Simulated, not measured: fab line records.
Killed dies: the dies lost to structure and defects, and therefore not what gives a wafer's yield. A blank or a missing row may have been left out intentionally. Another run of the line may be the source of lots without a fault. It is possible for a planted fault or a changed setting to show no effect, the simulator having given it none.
Problem report in the 8D (eight disciplines) form, filled by code    flow gf180mcu    the parts of the form that need people (team, actions taken, sign-off) are left out

== 1. PROBLEM STATEMENT ==
primeTempC at GF_HV_LDD_HMDS_25 reads a mean of 116.75 C on 6 wafers of 2 lots; wafers without a fault read 119.99 C with a standard deviation of 0.12. That puts it -27 standard deviations away from the usual mean.
The step: prime time 60 s.
First seen on wafer L227.2, day 15 21:19, on lithoTrack-02. Wafers with a number at this step in the record: 42, from 14 lots. Rule for "out", or "out of limits": more than 4 standard deviations from the usual mean. The other wafers with a number count as sound.

== 2. WHAT IT IS AND WHAT IT IS NOT ==
question                     is                      is not
which readings at this step  primeTempC              -
which lots                   L227, L229              L214, L215, L218, L219, L220, L222, L223, L226, L228, L233, L234, L235
which wafers of those lots   all that have a number  -
read on which tools          lithoTrack-02           lithoTrack-01, lithoTrack-03
when                         from day 15 21:19       up to then (24 sound wafers); but 12 sound wafers of L228, L233, L234, L235 came after

== 3. SUSPECTS, AND WHAT RULES EACH OUT ==
Counting: a tool at a process step up to the reading stays a suspect if it ran every lot that is out and no sound lot after the first of them.
- lithoTrack-02 at GF_HV_LDD_HMDS_25 (prime time 60 s): kept. It processed each lot that is out, first L227 at day 15 21:19, and no sound lot thereafter; up to then, the last sound lot it processed was L219 at day 13 10:03. On those wafers its own readings are out: primeTempC.
Left after counting: lithoTrack-02 at GF_HV_LDD_HMDS_25.

== 4. THE CAUSE (what the simulator had put in) ==
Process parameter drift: lithoTrack-02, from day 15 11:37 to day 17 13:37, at GF_HV_LDD_HMDS_25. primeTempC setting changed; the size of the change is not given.
After counting, this tool was the only one left.

== 5. THE CHAIN OF EFFECTS, in route order ==
Rows list readings where the struck wafers' mean (over those with a number) sits beyond 3 standard deviations from the usual. Scope: only readings with a usual standard deviation given in the record; hours: median across lots of the time from each lot's start at the first step in this table that gives one to its start at this step; sigmas: change in usual standard deviations.
hours  step               reading     usual     on struck wafers  change  sigmas
0      GF_HV_LDD_HMDS_25  primeTempC  119.99 C  116.75            -3.24   -27
It contains these process steps:
- GF_HV_LDD_HMDS_25: prime time 60 s.
At these later measuring or inspecting steps, every struck wafer for which the step has a row has a number for every such reading, and none has moved that far: GF_HV_LDD_OVL_MEAS_32, GF_HV_LDD_TW_MEAS_38.

== 6. WHAT WOULD HAVE CAUGHT IT SOONER ==
10 hours passed between the start of the fault at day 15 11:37 and the first reading out of limits in this record, taken at day 15 21:19.
